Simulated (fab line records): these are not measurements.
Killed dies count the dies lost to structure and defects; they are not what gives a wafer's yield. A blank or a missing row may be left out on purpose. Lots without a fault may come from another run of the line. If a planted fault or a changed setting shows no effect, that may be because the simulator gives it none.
Which of the tools did it? || flow gf180mcu || 13 lots with 39 wafers sampled at 3 steps, on a route of 602 steps

== WHAT THE GAUGES SHOWED, per wafer ==
GF_VT_IMPLANT_OVL_MEAS_29. Usual: for VT_IMPLANT_02_OVL the level is 1.1 nm and the standard deviation is 1.5.
{"lot": "L530", "measured": "day 7 09:43", "on": "overlay-02", "VT_IMPLANT_02_OVL (nm)": "-1.0 0.4 -0.4", "flag": ""}
{"lot": "L531", "measured": "day 7 15:23", "on": "overlay-02", "VT_IMPLANT_02_OVL (nm)": "0.4 -0.3 0.3", "flag": ""}
{"lot": "L532", "measured": "day 8 00:44", "on": "overlay-01", "VT_IMPLANT_02_OVL (nm)": "0.7 1.8 1.0", "flag": ""}
{"lot": "L533", "measured": "day 8 06:22", "on": "overlay-01", "VT_IMPLANT_02_OVL (nm)": "2.0 0.8 1.1", "flag": ""}
{"lot": "L538", "measured": "day 9 15:49", "on": "overlay-01", "VT_IMPLANT_02_OVL (nm)": "1.1 1.8 3.2", "flag": ""}
{"lot": "L539", "measured": "day 9 21:07", "on": "overlay-01", "VT_IMPLANT_02_OVL (nm)": "2.9 2.7 5.2", "flag": ""}
{"lot": "L544", "measured": "day 11 05:37", "on": "overlay-01", "VT_IMPLANT_02_OVL (nm)": "0.4 -0.2 0.5", "flag": ""}
{"lot": "L545", "measured": "day 11 13:13", "on": "overlay-01", "VT_IMPLANT_02_OVL (nm)": "2.2 3.0 3.1", "flag": ""}
{"lot": "L547", "measured": "day 11 23:53", "on": "overlay-01", "VT_IMPLANT_02_OVL (nm)": "-1.4 -0.6 0.3", "flag": ""}
{"lot": "L548", "measured": "day 12 07:37", "on": "overlay-01", "VT_IMPLANT_02_OVL (nm)": "0.2 2.1 0.2", "flag": ""}
{"lot": "L549", "measured": "day 12 15:37", "on": "overlay-01", "VT_IMPLANT_02_OVL (nm)": "0.8 1.4 2.8", "flag": ""}
{"lot": "L550", "measured": "day 12 21:40", "on": "overlay-01", "VT_IMPLANT_02_OVL (nm)": "0.8 0.3 1.4", "flag": ""}
{"lot": "L551", "measured": "day 13 05:07", "on": "overlay-01", "VT_IMPLANT_02_OVL (nm)": "-0.5 1.6 0.9", "flag": ""}

GF_POLY_GATE_THK_MEAS_17. Usual: for POLY_GATE_OXIDATION_THK the level is 3.98 nm and the standard deviation is 0.074.
{"lot": "L530", "measured": "day 9 21:05", "on": "film metro-03", "POLY_GATE_OXIDATION_THK (nm)": "4.03 4.07 4.04", "flag": ""}
{"lot": "L531", "measured": "day 10 02:10", "on": "film metro-01", "POLY_GATE_OXIDATION_THK (nm)": "3.93 4.02 3.94", "flag": ""}
{"lot": "L532", "measured": "day 10 15:37", "on": "film metro-03", "POLY_GATE_OXIDATION_THK (nm)": "4.02 4.03 4.01", "flag": ""}
{"lot": "L533", "measured": "day 10 19:52", "on": "film metro-01", "POLY_GATE_OXIDATION_THK (nm)": "3.98 3.99 4.10", "flag": ""}
{"lot": "L538", "measured": "day 12 06:36", "on": "film metro-03", "POLY_GATE_OXIDATION_THK (nm)": "4.03 4.00 3.98", "flag": ""}
{"lot": "L539", "measured": "day 12 12:37", "on": "film metro-03", "POLY_GATE_OXIDATION_THK (nm)": "3.93 3.89 3.94", "flag": ""}
{"lot": "L544", "measured": "day 14 00:12", "on": "film metro-03", "POLY_GATE_OXIDATION_THK (nm)": "4.03 3.93 3.96", "flag": ""}
{"lot": "L545", "measured": "day 14 10:46", "on": "film metro-04", "POLY_GATE_OXIDATION_THK (nm)": "3.85 3.83 3.88", "flag": ""}
{"lot": "L547", "measured": "day 14 20:25", "on": "film metro-01", "POLY_GATE_OXIDATION_THK (nm)": "3.86 3.83 3.83", "flag": ""}
{"lot": "L548", "measured": "day 15 04:09", "on": "film metro-01", "POLY_GATE_OXIDATION_THK (nm)": "3.94 3.97 3.94", "flag": ""}
{"lot": "L549", "measured": "day 15 14:31", "on": "film metro-01", "POLY_GATE_OXIDATION_THK (nm)": "3.97 3.98 3.94", "flag": ""}
{"lot": "L550", "measured": "day 15 20:28", "on": "film metro-03", "POLY_GATE_OXIDATION_THK (nm)": "4.03 4.02 4.05", "flag": ""}
{"lot": "L551", "measured": "day 16 04:16", "on": "film metro-01", "POLY_GATE_OXIDATION_THK (nm)": "4.08 3.99 4.05", "flag": ""}

== WHICH TOOL RAN EACH LOT (tool, then ch and the chambers of the sampled wafers, then the start) ==
{"lot": "L530", "GF_VT_IMPLANT_RTA_45": "rtp anneal-02 ch 0, day 8 02:43"}
{"lot": "L531", "GF_VT_IMPLANT_RTA_45": "rtp anneal-01 ch 0, day 8 08:34"}
{"lot": "L532", "GF_VT_IMPLANT_RTA_45": "rtp anneal-01 ch 0, day 8 18:02"}
{"lot": "L533", "GF_VT_IMPLANT_RTA_45": "rtp anneal-01 ch 0, day 8 23:45"}
{"lot": "L538", "GF_VT_IMPLANT_RTA_45": "rtp anneal-01 ch 0, day 10 09:25"}
{"lot": "L539", "GF_VT_IMPLANT_RTA_45": "rtp anneal-02 ch 0, day 10 15:13"}
{"lot": "L544", "GF_VT_IMPLANT_RTA_45": "rtp anneal-01 ch 0, day 12 01:15"}
{"lot": "L545", "GF_VT_IMPLANT_RTA_45": "rtp anneal-01 ch 0, day 12 09:10"}
{"lot": "L547", "GF_VT_IMPLANT_RTA_45": "rtp anneal-01 ch 0, day 12 19:47"}
{"lot": "L548", "GF_VT_IMPLANT_RTA_45": "rtp anneal-01 ch 0, day 13 04:12"}
{"lot": "L549", "GF_VT_IMPLANT_RTA_45": "rtp anneal-02 ch 0, day 13 11:58"}
{"lot": "L550", "GF_VT_IMPLANT_RTA_45": "rtp anneal-02 ch 0, day 13 17:31"}
{"lot": "L551", "GF_VT_IMPLANT_RTA_45": "rtp anneal-02 ch 0, day 14 02:00"}
- GF_VT_IMPLANT_RTA_45: time 30 s.

== AS READ BY THE TOOLS THEMSELVES (means over the sampled wafers that have a number; for cases with no such wafer, the mark the record gives instead) ==
GF_VT_IMPLANT_RTA_45. Usual: lamp power pct 32.0 %, standard deviation 1.6; wafer_temp_C_max 1053.9, standard deviation 1.
{"lot": "L530", "tool": "rtp anneal-02", "lamp power pct (%)": 33.5, "wafer_temp_C_max": 1054.0, "flag": ""}
{"lot": "L531", "tool": "rtp anneal-01", "lamp power pct (%)": 30.3, "wafer_temp_C_max": 1053.2, "flag": ""}
{"lot": "L532", "tool": "rtp anneal-01", "lamp power pct (%)": 30.3, "wafer_temp_C_max": 1053.7, "flag": ""}
{"lot": "L533", "tool": "rtp anneal-01", "lamp power pct (%)": 30.3, "wafer_temp_C_max": 1052.5, "flag": ""}
{"lot": "L538", "tool": "rtp anneal-01", "lamp power pct (%)": 30.3, "wafer_temp_C_max": 1053.6, "flag": ""}
{"lot": "L539", "tool": "rtp anneal-02", "lamp power pct (%)": 33.5, "wafer_temp_C_max": 1055.2, "flag": ""}
{"lot": "L544", "tool": "rtp anneal-01", "lamp power pct (%)": 30.3, "wafer_temp_C_max": 1053.8, "flag": ""}
{"lot": "L545", "tool": "rtp anneal-01", "lamp power pct (%)": 30.3, "wafer_temp_C_max": 1053.4, "flag": ""}
{"lot": "L547", "tool": "rtp anneal-01", "lamp power pct (%)": 30.3, "wafer_temp_C_max": 1053.2, "flag": ""}
{"lot": "L548", "tool": "rtp anneal-01", "lamp power pct (%)": 30.3, "wafer_temp_C_max": 1052.6, "flag": ""}
{"lot": "L549", "tool": "rtp anneal-02", "lamp power pct (%)": 33.5, "wafer_temp_C_max": 1054.5, "flag": ""}
{"lot": "L550", "tool": "rtp anneal-02", "lamp power pct (%)": 33.5, "wafer_temp_C_max": 1054.4, "flag": ""}
{"lot": "L551", "tool": "rtp anneal-02", "lamp power pct (%)": 33.5, "wafer_temp_C_max": 1053.8, "flag": ""}

== THE ANSWER, worked out from the rows above alone ==
Rule: a lot counts as off when the mean over its wafers that have a number is more than 3 standard deviations away from the usual mean. Also off: a lot with no number at a reading for which 4 or more lots have one. Where the step has rows for the other lots, those lots are counted as sound. The gauges are gone through in route order, then the tools' own readings, and for those a lot's mean is taken as printed above. The first step at which some lot is off is used, and at that step the reading that is off furthest; a lot without a number counts as furthest.
Across all readings shown, no lot is off: no conclusion can be drawn from this.

== WHAT THE SIMULATOR PUT IN ==
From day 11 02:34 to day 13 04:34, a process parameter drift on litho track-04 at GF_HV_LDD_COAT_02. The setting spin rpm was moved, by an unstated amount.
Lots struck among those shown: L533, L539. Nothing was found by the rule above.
